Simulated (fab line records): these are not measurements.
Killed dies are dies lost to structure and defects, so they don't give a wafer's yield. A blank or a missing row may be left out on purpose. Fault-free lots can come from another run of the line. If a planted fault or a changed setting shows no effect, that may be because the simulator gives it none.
Split-lot experiment / flow sky130 / on a route of 708 steps: 5 lots, 23 wafers read

## ABOUT THE SPLIT
At SKY_LDD_N_COAT_02 (resist thk 300 nm), the setting spin_rpm was moved away from the recipe's 3000 rpm on 4 of the 23 wafers read, by -4.4% to +6.0%. All remaining wafers had this setting at the recipe value.

Reading taken at the split's own step.

## THE READING
NOVOLAK_of_LDD_N_COAT_02.thk_nm (the simulator's own value, which no gauge read), in nm, at SKY_LDD_N_COAT_02 (resist thk 300 nm). The file gives no usual value for it. Here, 19 wafers ran the recipe; their average is 300.0 nm with a standard deviation of 0.69 nm.

wafer=L074.1; tool, chamber at the split=litho_track-01, 0; spin_rpm as run, rpm=3000; against the recipe=recipe; NOVOLAK_of_LDD_N_COAT_02.thk_nm, nm=301.2; against lot-mates on the recipe=-
wafer=L074.2; tool, chamber at the split=litho_track-01, 0; spin_rpm as run, rpm=3000; against the recipe=recipe; NOVOLAK_of_LDD_N_COAT_02.thk_nm, nm=300.6; against lot-mates on the recipe=-
wafer=L074.6; tool, chamber at the split=litho_track-01, 0; spin_rpm as run, rpm=3000; against the recipe=recipe; NOVOLAK_of_LDD_N_COAT_02.thk_nm, nm=300.6; against lot-mates on the recipe=-
wafer=L074.3; tool, chamber at the split=litho_track-01, 0; spin_rpm as run, rpm=3000; against the recipe=recipe; NOVOLAK_of_LDD_N_COAT_02.thk_nm, nm=300; against lot-mates on the recipe=-
wafer=L074.5; tool, chamber at the split=litho_track-01, 0; spin_rpm as run, rpm=3000; against the recipe=recipe; NOVOLAK_of_LDD_N_COAT_02.thk_nm, nm=300.7; against lot-mates on the recipe=-
wafer=L076.1; tool, chamber at the split=litho_track-01, 0; spin_rpm as run, rpm=3000; against the recipe=recipe; NOVOLAK_of_LDD_N_COAT_02.thk_nm, nm=299.2; against lot-mates on the recipe=-
wafer=L076.2; tool, chamber at the split=litho_track-01, 0; spin_rpm as run, rpm=3000; against the recipe=recipe; NOVOLAK_of_LDD_N_COAT_02.thk_nm, nm=299.8; against lot-mates on the recipe=-
wafer=L076.5; tool, chamber at the split=litho_track-01, 0; spin_rpm as run, rpm=3000; against the recipe=recipe; NOVOLAK_of_LDD_N_COAT_02.thk_nm, nm=300.4; against lot-mates on the recipe=-
wafer=L080.2; tool, chamber at the split=litho_track-01, 0; spin_rpm as run, rpm=3179; against the recipe=+6.0%; NOVOLAK_of_LDD_N_COAT_02.thk_nm, nm=292; against lot-mates on the recipe=-8.3
wafer=L080.3; tool, chamber at the split=litho_track-01, 0; spin_rpm as run, rpm=3000; against the recipe=recipe; NOVOLAK_of_LDD_N_COAT_02.thk_nm, nm=299.4; against lot-mates on the recipe=-
wafer=L080.4; tool, chamber at the split=litho_track-01, 0; spin_rpm as run, rpm=3179; against the recipe=+6.0%; NOVOLAK_of_LDD_N_COAT_02.thk_nm, nm=292.2; against lot-mates on the recipe=-8.1
wafer=L080.5; tool, chamber at the split=litho_track-01, 0; spin_rpm as run, rpm=3000; against the recipe=recipe; NOVOLAK_of_LDD_N_COAT_02.thk_nm, nm=300.4; against lot-mates on the recipe=-
wafer=L080.6; tool, chamber at the split=litho_track-01, 0; spin_rpm as run, rpm=3000; against the recipe=recipe; NOVOLAK_of_LDD_N_COAT_02.thk_nm, nm=301.1; against lot-mates on the recipe=-
wafer=L079.1; tool, chamber at the split=litho_track-01, 0; spin_rpm as run, rpm=2867; against the recipe=-4.4%; NOVOLAK_of_LDD_N_COAT_02.thk_nm, nm=306.2; against lot-mates on the recipe=+6.9
wafer=L079.2; tool, chamber at the split=litho_track-01, 0; spin_rpm as run, rpm=3000; against the recipe=recipe; NOVOLAK_of_LDD_N_COAT_02.thk_nm, nm=300; against lot-mates on the recipe=-
wafer=L079.3; tool, chamber at the split=litho_track-01, 0; spin_rpm as run, rpm=2867; against the recipe=-4.4%; NOVOLAK_of_LDD_N_COAT_02.thk_nm, nm=306.9; against lot-mates on the recipe=+7.6
wafer=L079.4; tool, chamber at the split=litho_track-01, 0; spin_rpm as run, rpm=3000; against the recipe=recipe; NOVOLAK_of_LDD_N_COAT_02.thk_nm, nm=299.3; against lot-mates on the recipe=-
wafer=L079.5; tool, chamber at the split=litho_track-01, 0; spin_rpm as run, rpm=3000; against the recipe=recipe; NOVOLAK_of_LDD_N_COAT_02.thk_nm, nm=298.5; against lot-mates on the recipe=-
wafer=L083.1; tool, chamber at the split=litho_track-01, 0; spin_rpm as run, rpm=3000; against the recipe=recipe; NOVOLAK_of_LDD_N_COAT_02.thk_nm, nm=299.3; against lot-mates on the recipe=-
wafer=L083.2; tool, chamber at the split=litho_track-01, 0; spin_rpm as run, rpm=3000; against the recipe=recipe; NOVOLAK_of_LDD_N_COAT_02.thk_nm, nm=299.7; against lot-mates on the recipe=-
wafer=L083.6; tool, chamber at the split=litho_track-01, 0; spin_rpm as run, rpm=3000; against the recipe=recipe; NOVOLAK_of_LDD_N_COAT_02.thk_nm, nm=299.7; against lot-mates on the recipe=-
wafer=L083.3; tool, chamber at the split=litho_track-01, 0; spin_rpm as run, rpm=3000; against the recipe=recipe; NOVOLAK_of_LDD_N_COAT_02.thk_nm, nm=299.8; against lot-mates on the recipe=-
wafer=L083.5; tool, chamber at the split=litho_track-01, 0; spin_rpm as run, rpm=3000; against the recipe=recipe; NOVOLAK_of_LDD_N_COAT_02.thk_nm, nm=299.4; against lot-mates on the recipe=-

FIT RESULTS
A straight line over all 23 wafers: NOVOLAK_of_LDD_N_COAT_02.thk_nm changes by -1.38 nm for each +1% of spin_rpm; r = -0.98; the points scatter about the line by 0.69 nm.
The same after taking each lot's own level away (the mean of its wafers on the recipe; 23 wafers): -1.47 nm for each +1%; r = -0.99; scatter 0.53 nm.
The reading moves by 8.8 nm for the largest change in spin_rpm, on that fit.
The span of the lots' own levels, 299.27 to 300.62 nm, comes to 2.0 times the standard deviation stated above.
Hence the lot-to-lot level has little effect on the slope; both slopes agree.
Check: for one of the wafers moved furthest among these (+6.0%), held out of the fit, the line's prediction against its lot-mates is -8.88 nm. Against them it came out at -8.3 nm.

## THESE WAFERS: OTHER SPLITS
Note: prior to the reading, these wafers also went through further splits. Each is held against what the fit with the lots' levels taken away leaves over:
other split on the same wafers=SKY_RES_PROTECT_EXPOSE_04 dose_mj; wafers away from the commonest value=5; r with NOVOLAK_of_LDD_N_COAT_02.thk_nm (lot level and that fit taken away)=-0.04

## THE WHOLE CHAIN: every reading that the file lists as answering this split, in the file's order
step=SKY_LDD_N_COAT_02; what it does=resist thk 300 nm; reading=NOVOLAK_of_LDD_N_COAT_02.thk_nm (the simulator's own value, which no gauge read); change (the file's fit)=-1.47 nm for each +1% of the setting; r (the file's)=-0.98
step=SKY_LDD_N_STRIP_16; what it does=strips in O2/N2; reading=strip_time_to_endpoint_s; change (the file's fit)=withheld for each +1% of the setting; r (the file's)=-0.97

## FILE'S OWN FIT
NOVOLAK_of_LDD_N_COAT_02.thk_nm changes by -1.47 nm for each +1% of spin_rpm, r = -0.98.
